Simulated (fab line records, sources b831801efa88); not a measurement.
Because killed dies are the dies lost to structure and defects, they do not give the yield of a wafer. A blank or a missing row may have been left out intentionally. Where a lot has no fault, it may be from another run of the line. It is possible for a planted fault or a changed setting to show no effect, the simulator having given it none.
What tool caused it? + flow sky130 + Sampling: 12 lots, 36 wafers, 5 of 708 route steps

== WHAT THE GAUGES READ, wafer by wafer ==
SKY_SONOS_TUNNEL_TW_MEAS_12. Usual: SONOS_TUNNEL_TW typically reads 196.2, with standard deviation 2.4.
| lot  | measured     | on            | SONOS_TUNNEL_TW   | flag |
|------|--------------|---------------|-------------------|------|
| L460 | day 12 00:06 | film-metro-04 | 200.4 200.2 198.8 |      |
| L461 | day 12 06:42 | film-metro-01 | 195.1 194.7 193.9 |      |
| L463 | day 13 00:21 | film-metro-01 | 194.3 195.4 194.7 |      |
| L468 | day 14 15:04 | film-metro-04 | 185.7 186.4 187.0 | OFF  |
| L469 | day 15 00:53 | film-metro-03 | 180.8 181.5 180.2 | OFF  |
| L473 | day 16 07:33 | film-metro-03 | 194.5 195.2 195.0 |      |
| L474 | day 16 19:04 | film-metro-01 | 194.4 194.3 195.8 |      |
| L475 | day 17 00:16 | film-metro-04 | 200.4 200.0 200.7 |      |
| L477 | day 17 17:40 | film-metro-03 | 195.0 194.2 195.1 |      |
| L478 | day 18 08:25 | film-metro-01 | 195.2 194.6 195.2 |      |
| L479 | day 18 15:10 | film-metro-01 | 195.4 195.9 195.1 |      |
| L481 | day 19 05:04 | film-metro-01 | 196.4 195.1 197.0 |      |

SKY_LDD_LDN_TW_MEAS_13. Usual: LDD_LDN_TW typically reads 1473, with standard deviation 11.
| lot  | measured     | on            | LDD_LDN_TW     | flag |
|------|--------------|---------------|----------------|------|
| L460 | day 23 10:17 | film-metro-03 | 1480 1474 1471 |      |
| L461 | day 24 03:20 | film-metro-03 | 1491 1478 1486 |      |
| L463 | day 24 16:31 | film-metro-01 | 1467 1449 1454 |      |
| L468 | day 26 10:55 | film-metro-01 | 1458 1457 1459 |      |
| L469 | day 26 21:23 | film-metro-02 | 1481 1499 1492 |      |
| L473 | day 28 08:32 | film-metro-01 | 1460 1470 1466 |      |
| L474 | day 28 16:39 | film-metro-03 | 1477 1486 1478 |      |
| L475 | day 28 22:04 | film-metro-03 | 1478 1477 1471 |      |
| L477 | day 29 21:23 | film-metro-03 | 1465 1459 1469 |      |
| L478 | day 30 01:02 | film-metro-01 | 1455 1460 1459 |      |
| L479 | day 30 08:25 | film-metro-03 | 1467 1481 1478 |      |
| L481 | day 31 22:23 | film-metro-01 | 1473 1479 1475 |      |

SKY_POLY_CUT_CD_MEAS_08 targets a cd of 270 nm. Usual: cd-nm reads 270.3 nm (standard deviation 1.3).
| lot  | measured     | on        | cd-nm (nm)        | flag |
|------|--------------|-----------|-------------------|------|
| L460 | day 25 20:17 | cd-sem-02 | 269.9 269.2 268.9 |      |
| L461 | day 25 20:59 | cd-sem-02 | 269.9 266.9 268.6 |      |
| L463 | day 25 23:38 | cd-sem-02 | 271.5 272.0 271.0 |      |
| L468 | day 27 17:19 | cd-sem-02 | 271.9 270.9 273.3 |      |
| L469 | day 28 02:56 | cd-sem-01 | 269.8 269.4 268.8 |      |
| L473 | day 29 14:07 | cd-sem-02 | 270.9 269.1 270.0 |      |
| L474 | day 29 22:34 | cd-sem-02 | 270.9 272.4 271.1 |      |
| L475 | day 30 04:40 | cd-sem-02 | 271.1 268.8 270.0 |      |
| L477 | day 31 03:08 | cd-sem-01 | 269.6 268.7 269.4 |      |
| L478 | day 31 05:35 | cd-sem-01 | 271.3 272.0 272.3 |      |
| L479 | day 31 12:55 | cd-sem-02 | 271.2 272.1 272.4 |      |
| L481 | day 33 03:22 | cd-sem-01 | 270.7 272.0 271.1 |      |

== EACH LOT AND THE TOOL THAT RAN IT (in order: tool; ch and the chambers of the sampled wafers; start) ==
| lot  | SKY_SONOS_TUNNEL_IMPLANT_09     | SKY_SONOS_ONO_STRIP_17               |
|------|---------------------------------|--------------------------------------|
| L460 | implanter-04 ch 0, day 11 23:41 | plasma-asher-02 ch 0,1, day 13 06:21 |
| L461 | implanter-04 ch 0, day 12 06:17 | plasma-asher-02 ch 0,1, day 13 14:32 |
| L463 | implanter-02 ch 0, day 12 23:56 | plasma-asher-02 ch 0,1, day 14 06:26 |
| L468 | implanter-04 ch 0, day 14 14:41 | plasma-asher-02 ch 0,1, day 16 00:52 |
| L469 | implanter-04 ch 0, day 15 00:23 | plasma-asher-02 ch 0,1, day 16 09:53 |
| L473 | implanter-03 ch 0, day 16 07:09 | plasma-asher-01 ch 0,1, day 18 01:50 |
| L474 | implanter-02 ch 0, day 16 18:40 | plasma-asher-02 ch 0,1, day 18 07:46 |
| L475 | implanter-03 ch 0, day 16 23:45 | plasma-asher-04 ch 0,1, day 18 10:25 |
| L477 | implanter-04 ch 0, day 17 17:15 | plasma-asher-02 ch 0, day 19 16:07   |
| L478 | implanter-04 ch 0, day 18 08:02 | plasma-asher-02 ch 0,1, day 19 22:42 |
| L479 | implanter-02 ch 0, day 18 14:46 | plasma-asher-01 ch 1, day 20 04:25   |
| L481 | implanter-02 ch 0, day 19 04:40 | plasma-asher-04 ch 0,1, day 20 17:08 |
- SKY_SONOS_TUNNEL_IMPLANT_09
- SKY_SONOS_ONO_STRIP_17: strips in O2/N2.

== WHAT THE TOOLS THEMSELVES READ (means of the sampled wafers that have a number; where no wafer has one, the mark that the record gives instead) ==
SKY_SONOS_TUNNEL_IMPLANT_09. Usual: beam-on-s 10.00 s, standard deviation 0.19; faraday-current-uA 5.64, standard deviation 0.11.
| lot  | tool         | beam-on-s (s) | faraday-current-uA | flag |
|------|--------------|---------------|--------------------|------|
| L460 | implanter-04 | 9.98          | 5.65               |      |
| L461 | implanter-04 | 9.80          | 5.76               |      |
| L463 | implanter-02 | 10.03         | 5.63               |      |
| L468 | implanter-04 | 7.67          | 7.35               | OFF  |
| L469 | implanter-04 | 7.65          | 7.36               | OFF  |
| L473 | implanter-03 | 10.08         | 5.61               |      |
| L474 | implanter-02 | 10.18         | 5.53               |      |
| L475 | implanter-03 | 9.83          | 5.75               |      |
| L477 | implanter-04 | 10.00         | 5.65               |      |
| L478 | implanter-04 | 10.05         | 5.61               |      |
| L479 | implanter-02 | 10.04         | 5.61               |      |
| L481 | implanter-02 | 10.05         | 5.60               |      |

SKY_SONOS_ONO_STRIP_17. Usual: drypump-motor-current-A 5.8 A, standard deviation 0.39; oes-product-au 0.710 a.u., standard deviation 0.0045; strip-time-to-endpoint-s 14.12 s, standard deviation 0.038.
| lot  | tool            | drypump-motor-current-A (A) | oes-product-au (a.u.) | strip-time-to-endpoint-s (s) | flag |
|------|-----------------|-----------------------------|-----------------------|------------------------------|------|
| L460 | plasma-asher-02 | 6.0                         | 0.714                 | 14.04                        |      |
| L461 | plasma-asher-02 | 6.0                         | 0.708                 | 14.15                        |      |
| L463 | plasma-asher-02 | 5.9                         | 0.712                 | 14.13                        |      |
| L468 | plasma-asher-02 | 5.9                         | 0.711                 | 14.13                        |      |
| L469 | plasma-asher-02 | 6.0                         | 0.710                 | 14.10                        |      |
| L473 | plasma-asher-01 | 5.8                         | 0.704                 | 14.15                        |      |
| L474 | plasma-asher-02 | 5.9                         | 0.709                 | 14.12                        |      |
| L475 | plasma-asher-04 | 5.2                         | 0.707                 | 14.07                        |      |
| L477 | plasma-asher-02 | 5.8                         | 0.712                 | 14.11                        |      |
| L478 | plasma-asher-02 | 5.9                         | 0.713                 | 14.08                        |      |
| L479 | plasma-asher-01 | 5.6                         | 0.713                 | 14.13                        |      |
| L481 | plasma-asher-04 | 5.2                         | 0.712                 | 14.10                        |      |

== THE ANSWER, worked out from the rows above alone ==
Rule: a lot is off if the mean of its wafers that have a number lies more than 3 standard deviations from the usual mean. Also off: a lot with no number at a reading for which 4 or more lots have one. Where the step has rows for the other lots, those lots are counted as sound. After the gauges, taken in route order, come the tools' own readings; for these a lot's mean is taken, as printed above. The first step at which some lot is off is used, and at that step the reading that is off furthest; a lot without a number counts as furthest.
Off: L468, L469, at SKY_SONOS_TUNNEL_TW_MEAS_12 (SONOS_TUNNEL_TW).
A tool fits if, at a process step before that reading, it ran every lot that is off, and no sound lot after the first of them. The gauges at SKY_SONOS_TUNNEL_TW_MEAS_12 aren't tried: what is off there is off at SKY_SONOS_TUNNEL_IMPLANT_09 too, on other tools, and a gauge's error can't cause that. None of those tried fits.

== WHAT HAD BEEN PUT IN BY THE SIMULATOR ==
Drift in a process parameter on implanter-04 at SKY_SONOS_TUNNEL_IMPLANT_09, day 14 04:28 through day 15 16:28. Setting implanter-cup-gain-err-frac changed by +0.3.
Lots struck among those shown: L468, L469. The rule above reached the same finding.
